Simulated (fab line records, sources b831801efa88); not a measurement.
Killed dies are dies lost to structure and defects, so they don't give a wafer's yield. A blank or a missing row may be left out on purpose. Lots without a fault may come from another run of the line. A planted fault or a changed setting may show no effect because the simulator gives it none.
Problem report in the 8D (eight disciplines) form, filled by code | flow gf180mcu | the parts of the form that need people (team, actions taken, sign-off) are left out

1. THE PROBLEM
chamber_pressure_pa at GF_MIM_SPUTTER_04 reads a mean of 0.3078 Pa on 6 wafers of 2 lots; wafers without a fault read 0.4000 Pa with a standard deviation of 0.00084. That is -99 or more standard deviations from the usual mean.
The step: material TiN, target thk 50 nm, time 41.7 s.
First seen on wafer L883.1, day 27 04:40, on pvd_sputter-02. The record holds 39 wafers of 13 lots with a number at this step. Rule for "out", or "out of limits": more than 4 standard deviations from the usual mean. The other wafers with a number count as sound.

2. WHAT IT IS AND WHAT IT IS NOT
question                    | is                     | is not
which readings at this step | chamber_pressure_pa    | -
which lots                  | L883, L884             | L875, L876, L877, L880, L881, L893, L894, L895, L896, L897, L898
which wafers of those lots  | all that have a number | -
read on which tools         | pvd_sputter-02         | pvd_sputter-03, pvd_sputter-04
when                        | from day 27 04:40      | up to then (15 sound wafers); but 18 sound wafers of L893, L894, L895, L896, L897, L898 came after

3. SUSPECTS, AND WHAT RULES EACH OUT
Counting: a tool at a process step up to the reading stays a suspect if it ran every lot that is out and no sound lot after the first of them.
- pvd_sputter-02 at GF_MIM_SPUTTER_04 (material TiN, target thk 50 nm, time 41.7 s): ruled out as a lasting fault. Sound lots L895, L898 ran on it after its first lot that is out, L883 (day 27 04:40).
Left after counting: nothing in the record.

4. THE CAUSE (what the simulator had put in)
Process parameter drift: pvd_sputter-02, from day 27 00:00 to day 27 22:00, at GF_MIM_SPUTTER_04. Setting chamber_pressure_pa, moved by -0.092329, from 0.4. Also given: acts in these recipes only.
Counting ruled it out, wrongly.

5. THE CHAIN OF EFFECTS, in route order
Each row: a reading whose mean over the struck wafers that have a number lies more than 3 standard deviations from the usual. Only readings for which the record gives a usual standard deviation are gone through. hours: the time from each lot's start at the first step in this table that gives one to its start at this step, as a median over the lots. sigmas: the change in usual standard deviations.
hours | step              | reading             | usual     | on struck wafers | change  | sigmas
0     | GF_MIM_SPUTTER_04 | chamber_pressure_pa | 0.4000 Pa | 0.3078           | -0.0922 | -99 or more
0     | GF_MIM_SPUTTER_04 | throttle_valve_pct  | 30.1 %    | 33.6             | +3.5    | +4.2
The process steps in it:
- GF_MIM_SPUTTER_04: material TiN, target thk 50 nm, time 41.7 s.

6. WHAT WOULD HAVE CAUGHT IT SOONER
In this record the first reading out of limits was taken at day 27 04:40, 5 hours after the fault began at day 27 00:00.
